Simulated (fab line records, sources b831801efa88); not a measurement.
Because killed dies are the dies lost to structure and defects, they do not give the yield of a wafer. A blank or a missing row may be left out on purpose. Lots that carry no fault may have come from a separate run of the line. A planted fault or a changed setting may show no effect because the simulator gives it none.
Which tool did it? ; flow sky130 ; 24 lots, 72 wafers sampled, at 6 steps of a route of 708

WHAT THE GAUGES SHOWED, per wafer
SKY_VIA2_BOW_MEAS_03. Usual: for VIA2_BOW the level is 83 um and the standard deviation is 6.5.
lot;measured;on;VIA2_BOW (um);flag
L074;day 36 20:30;film metro-01;89 83 84;
L075;day 37 04:55;film metro-01;79 79 88;
L076;day 37 07:21;film metro-02;88 75 80;
L077;day 38 08:21;film metro-03;77 81 83;
L078;day 38 12:55;film metro-01;86 76 85;
L079;day 38 14:19;film metro-01;82 83 77;
L080;day 38 17:29;film metro-03;86 88 94;
L081;day 39 07:56;film metro-03;91 101 100;
L082;day 39 14:46;film metro-02;75 80 79;
L083;day 39 17:40;film metro-03;84 89 87;
L084;day 40 04:43;film metro-02;73 84 79;
L085;day 40 13:59;film metro-03;79 86 88;
L086;day 40 21:40;film metro-02;99 89 93;
L088;day 41 01:27;film metro-03;89 83 84;
L087;day 41 05:16;film metro-02;87 77 77;
L089;day 41 08:14;film metro-03;82 82 75;
L090;day 41 18:41;film metro-03;77 86 87;
L091;day 41 21:18;film metro-02;92 86 87;
L092;day 42 02:34;film metro-03;86 82 86;
L093;day 42 09:38;film metro-03;79 86 92;
L094;day 42 14:07;film metro-03;87 83 82;
L095;day 43 00:08;film metro-02;78 84 78;
L096;day 43 05:58;film metro-02;71 85 83;
L097;day 43 10:32;film metro-02;80 83 77;

SKY_METAL4_CD_MEAS_13 targets a cd of 300 nm. Usual: 300.4 nm for cd nm, sd 1.4.
lot;measured;on;cd nm (nm);flag
L074;day 43 11:15;cd sem-02;302.7 301.2 302.3;
L075;day 43 20:34;cd sem-02;300.9 299.9 300.5;
L076;day 43 22:50;cd sem-02;300.8 302.1 301.5;
L077;day 44 20:28;cd sem-01;298.0 298.7 299.1;
L078;day 44 23:21;cd sem-02;298.5 298.3 298.8;
L079;day 45 02:37;cd sem-02;300.7 299.6 301.3;
L080;day 45 06:03;cd sem-01;300.7 301.5 301.3;
L081;day 45 17:28;cd sem-01;298.7 300.1 299.6;
L082;day 46 00:01;cd sem-01;301.3 301.0 301.4;
L083;day 46 03:07;cd sem-01;303.0 302.4 302.5;
L084;day 46 09:32;cd sem-02;301.7 300.6 302.4;
L085;day 46 19:34;cd sem-01;298.5 300.1 299.2;
L086;day 47 02:14;cd sem-02;301.3 300.4 300.9;
L088;day 47 06:00;cd sem-02;302.4 302.3 300.3;
L087;day 47 06:39;cd sem-01;299.9 300.7 300.2;
L089;day 47 09:46;cd sem-01;297.4 297.5 299.6;
L090;day 47 19:53;cd sem-01;299.9 301.6 300.1;
L091;day 47 21:23;cd sem-02;299.4 298.9 299.0;
L092;day 48 02:32;cd sem-02;299.1 298.8 298.9;
L093;day 48 05:29;cd sem-01;301.9 300.7 301.9;
L094;day 48 12:23;cd sem-01;298.6 297.9 299.4;
L095;day 48 21:10;cd sem-02;299.1 298.6 299.9;
L096;day 49 00:43;cd sem-01;302.5 302.0 300.3;
L097;day 49 04:43;cd sem-01;301.9 300.9 302.1;

EACH LOT AND THE TOOL THAT RAN IT (in order: tool; ch and the chambers of the sampled wafers; start)
lot;SKY_METAL2_DESCUM_17;SKY_CAPM_STRIP_14;SKY_VIA3_SPUTTER_20;SKY_VIA3_CVD_21
L074;rie metal-03 ch 0,1, day 36 19:14;plasma asher-02 ch 0,1, day 39 02:58;pvd sputter-03, day 41 08:38;cvd w-02 ch 0,1, day 41 08:42
L075;rie metal-04 ch 0,1, day 37 03:40;plasma asher-01 ch 0,1, day 39 11:45;pvd sputter-03, day 41 17:59;cvd w-01 ch 0,1, day 41 18:04
L076;rie metal-04 ch 0,1, day 37 06:05;plasma asher-02 ch 0,1, day 39 13:38;pvd sputter-01, day 41 20:00;cvd w-02 ch 0,1, day 41 20:04
L077;rie metal-01 ch 0,1, day 38 07:05;plasma asher-04 ch 0,1, day 40 14:15;pvd sputter-03, day 42 20:06;cvd w-02 ch 0,1, day 42 20:10
L078;rie metal-04 ch 1, day 38 11:26;plasma asher-02 ch 0,1, day 40 17:33;pvd sputter-01, day 42 22:31;cvd w-02 ch 0,1, day 42 22:37
L079;rie metal-01 ch 1, day 38 12:51;plasma asher-02 ch 0,1, day 40 20:13;pvd sputter-01, day 43 01:43;cvd w-01 ch 0,1, day 43 01:47
L080;rie metal-01 ch 1, day 38 15:59;plasma asher-04 ch 0,1, day 40 23:52;pvd sputter-01, day 43 04:56;cvd w-02 ch 0,1, day 43 04:59
L081;rie metal-04 ch 0,1, day 39 06:38;plasma asher-02 ch 0, day 41 12:03;pvd sputter-04, day 43 16:42;cvd w-01 ch 0, day 43 16:48
L082;rie metal-04 ch 0,1, day 39 13:31;plasma asher-04 ch 0, day 41 19:34;pvd sputter-01, day 44 00:34;cvd w-01 ch 0,1, day 44 00:37
L083;rie metal-03 ch 0,1, day 39 16:16;plasma asher-02 ch 0,1, day 41 22:58;pvd sputter-03, day 44 03:27;cvd w-02 ch 0,1, day 44 03:31
L084;rie metal-03 ch 0, day 40 03:10;plasma asher-04 ch 0,1, day 42 08:03;pvd sputter-01, day 44 11:06;cvd w-02 ch 0,1, day 44 11:10
L085;rie metal-03 ch 0, day 40 12:28;plasma asher-02 ch 0,1, day 42 19:00;pvd sputter-01, day 44 22:11;cvd w-02 ch 1, day 44 22:14
L086;rie metal-01 ch 0,1, day 40 20:23;plasma asher-04 ch 0,1, day 43 01:43;pvd sputter-03, day 45 04:29;cvd w-01 ch 0,1, day 45 04:33
L088;rie metal-04 ch 0,1, day 41 00:07;plasma asher-02 ch 0,1, day 43 06:09;pvd sputter-03, day 45 07:58;cvd w-01 ch 0,1, day 45 08:04
L087;rie metal-04 ch 0,1, day 41 03:58;plasma asher-04 ch 0,1, day 43 08:33;pvd sputter-04, day 45 09:25;cvd w-01 ch 0,1, day 45 09:31
L089;rie metal-03 ch 0,1, day 41 06:56;plasma asher-01 ch 0,1, day 43 11:36;pvd sputter-01, day 45 12:43;cvd w-01 ch 0,1, day 45 12:46
L090;rie metal-03 ch 0,1, day 41 17:07;plasma asher-04 ch 0, day 43 21:55;pvd sputter-04, day 45 23:11;cvd w-02 ch 0, day 45 23:15
L091;rie metal-04 ch 1, day 41 20:01;plasma asher-02 ch 0,1, day 44 00:09;pvd sputter-03, day 46 00:44;cvd w-01 ch 0,1, day 46 00:48
L092;rie metal-01 ch 0,1, day 42 01:19;plasma asher-04 ch 0,1, day 44 05:03;pvd sputter-04, day 46 06:15;cvd w-01 ch 0,1, day 46 06:19
L093;rie metal-04 ch 0,1, day 42 08:22;plasma asher-01 ch 0,1, day 44 10:41;pvd sputter-03, day 46 10:03;cvd w-02 ch 0,1, day 46 10:07
L094;rie metal-01 ch 0,1, day 42 12:46;plasma asher-01 ch 0,1, day 44 15:54;pvd sputter-03, day 46 17:25;cvd w-02 ch 0,1, day 46 17:29
L095;rie metal-03 ch 0,1, day 42 22:49;plasma asher-04 ch 0,1, day 45 01:37;pvd sputter-04, day 47 01:48;cvd w-01 ch 0,1, day 47 01:53
L096;rie metal-04 ch 0,1, day 43 04:34;plasma asher-02 ch 0,1, day 45 06:51;pvd sputter-04, day 47 05:15;cvd w-02 ch 1, day 47 05:19
L097;rie metal-03 ch 0,1, day 43 09:08;plasma asher-02 ch 0,1, day 45 11:06;pvd sputter-04, day 47 10:03;cvd w-01 ch 1, day 47 10:07
- SKY_METAL2_DESCUM_17: chemistry O2, time 8 s.
- SKY_CAPM_STRIP_14: strips in O2/N2.
- SKY_VIA3_SPUTTER_20: material TiN, target thk 20 nm, time 80 s.
- SKY_VIA3_CVD_21: deposits W, target thk 390 nm, time 117.31 s.

WHAT THE TOOLS THEMSELVES READ (means of the sampled wafers that have a number; where no wafer has one, the mark that the record gives instead)
SKY_METAL2_DESCUM_17. Usual: drypump motor current A 5.7 A, standard deviation 0.36; oes product au 1.000 a.u., standard deviation 0.012.
lot;tool;drypump motor current A (A);oes product au (a.u.);flag
L074;rie metal-03;6.0;1.004;
L075;rie metal-04;5.7;0.997;
L076;rie metal-04;5.7;0.993;
L077;rie metal-01;5.5;0.996;
L078;rie metal-04;5.9;1.009;
L079;rie metal-01;5.1;1.015;
L080;rie metal-01;5.1;1.013;
L081;rie metal-04;5.6;0.991;
L082;rie metal-04;5.8;0.994;
L083;rie metal-03;6.0;0.996;
L084;rie metal-03;5.5;1.005;
L085;rie metal-03;5.5;0.997;
L086;rie metal-01;5.3;1.002;
L088;rie metal-04;5.7;0.990;
L087;rie metal-04;5.7;0.988;
L089;rie metal-03;6.1;1.002;
L090;rie metal-03;5.8;1.002;
L091;rie metal-04;5.8;0.999;
L092;rie metal-01;5.6;0.998;
L093;rie metal-04;5.8;1.004;
L094;rie metal-01;5.3;1.013;
L095;rie metal-03;5.8;1.005;
L096;rie metal-04;5.6;0.990;
L097;rie metal-03;5.8;1.007;

SKY_CAPM_STRIP_14. Usual: drypump motor current A 5.8 A, standard deviation 0.68; o2 flow sccm 3000 sccm, standard deviation 9.3; oes product au 0.710 a.u., standard deviation 0.0041; strip time to endpoint s 12.65 s, standard deviation 0.051.
lot;tool;drypump motor current A (A);o2 flow sccm (sccm);oes product au (a.u.);strip time to endpoint s (s);flag
L074;plasma asher-02;6.0;3009;0.714;12.65;
L075;plasma asher-01;6.3;3006;0.710;12.62;
L076;plasma asher-02;6.0;2997;0.714;12.61;
L077;plasma asher-04;5.7;2998;0.707;12.67;
L078;plasma asher-02;6.0;2996;0.711;12.66;
L079;plasma asher-02;6.0;2998;0.712;12.68;
L080;plasma asher-04;5.7;2994;0.713;12.72;
L081;plasma asher-02;4.8;3001;0.714;12.74;
L082;plasma asher-04;5.8;3002;0.709;12.60;
L083;plasma asher-02;6.0;3000;0.712;12.70;
L084;plasma asher-04;5.7;2996;0.715;12.58;
L085;plasma asher-02;6.0;3003;0.708;12.69;
L086;plasma asher-04;5.5;3005;0.710;12.67;
L088;plasma asher-02;6.0;2996;0.711;12.63;
L087;plasma asher-04;5.5;2997;0.709;12.65;
L089;plasma asher-01;6.1;2996;0.707;12.70;
L090;plasma asher-04;5.8;2996;0.708;12.66;
L091;plasma asher-02;5.4;2992;0.706;12.66;
L092;plasma asher-04;5.5;3004;0.712;12.61;
L093;plasma asher-01;6.1;3010;0.713;12.71;
L094;plasma asher-01;6.4;2997;0.708;12.71;
L095;plasma asher-04;5.7;3011;0.707;12.59;
L096;plasma asher-02;6.1;3000;0.712;12.62;
L097;plasma asher-02;5.4;3013;0.708;12.69;

SKY_VIA3_SPUTTER_20. Usual: chamber pressure pa 4.999 Pa, standard deviation 0.011; throttle valve pct 30.3 %, standard deviation 0.98.
lot;tool;chamber pressure pa (Pa);throttle valve pct (%);flag
L074;pvd sputter-03;4.997;30.3;
L075;pvd sputter-03;5.001;30.7;
L076;pvd sputter-01;4.997;29.3;
L077;pvd sputter-03;5.000;30.7;
L078;pvd sputter-01;4.997;30.2;
L079;pvd sputter-01;4.998;30.3;
L080;pvd sputter-01;4.991;29.7;
L081;pvd sputter-04;5.013;30.5;
L082;pvd sputter-01;4.994;29.5;
L083;pvd sputter-03;5.003;30.6;
L084;pvd sputter-01;4.988;30.5;
L085;pvd sputter-01;5.001;29.9;
L086;pvd sputter-03;4.996;30.5;
L088;pvd sputter-03;4.996;29.8;
L087;pvd sputter-04;4.997;31.0;
L089;pvd sputter-01;5.011;30.5;
L090;pvd sputter-04;4.993;30.9;
L091;pvd sputter-03;4.993;30.6;
L092;pvd sputter-04;4.998;30.8;
L093;pvd sputter-03;5.000;30.1;
L094;pvd sputter-03;4.998;29.6;
L095;pvd sputter-04;4.992;30.6;
L096;pvd sputter-04;4.997;30.7;
L097;pvd sputter-04;5.003;30.7;

SKY_VIA3_CVD_21. Usual: heater power outer w 533 W, standard deviation 33; heater power w 860 W, standard deviation 42.
lot;tool;heater power outer w (W);heater power w (W);flag
L074;cvd w-02;531;896;
L075;cvd w-01;522;843;
L076;cvd w-02;559;889;
L077;cvd w-02;533;894;
L078;cvd w-02;529;889;
L079;cvd w-01;529;829;
L080;cvd w-02;560;897;
L081;cvd w-01;512;794;
L082;cvd w-01;518;825;
L083;cvd w-02;561;896;
L084;cvd w-02;535;900;
L085;cvd w-02;505;897;
L086;cvd w-01;523;815;
L088;cvd w-01;515;820;
L087;cvd w-01;514;809;
L089;cvd w-01;517;820;
L090;cvd w-02;592;913;
L091;cvd w-01;518;826;
L092;cvd w-01;529;840;
L093;cvd w-02;561;882;
L094;cvd w-02;563;906;
L095;cvd w-01;520;818;
L096;cvd w-02;508;891;
L097;cvd w-01;533;868;

THE ANSWER, worked out from the rows above alone
Rule: take the mean of a lot's wafers that have a number; if it is more than 3 standard deviations from the usual mean, the lot is off. Also off: a lot with no number at a reading for which 4 or more lots have one. Where the step has rows for the other lots, those lots are counted as sound. First the gauges in route order, then the tools' own readings, where a lot's mean is used as printed above. The first step at which some lot is off is used, and at that step the reading that is off furthest; a lot without a number counts as furthest.
No lot is off on any of the readings shown, so nothing can be concluded from this.

WHAT HAD BEEN PUT IN BY THE SIMULATOR
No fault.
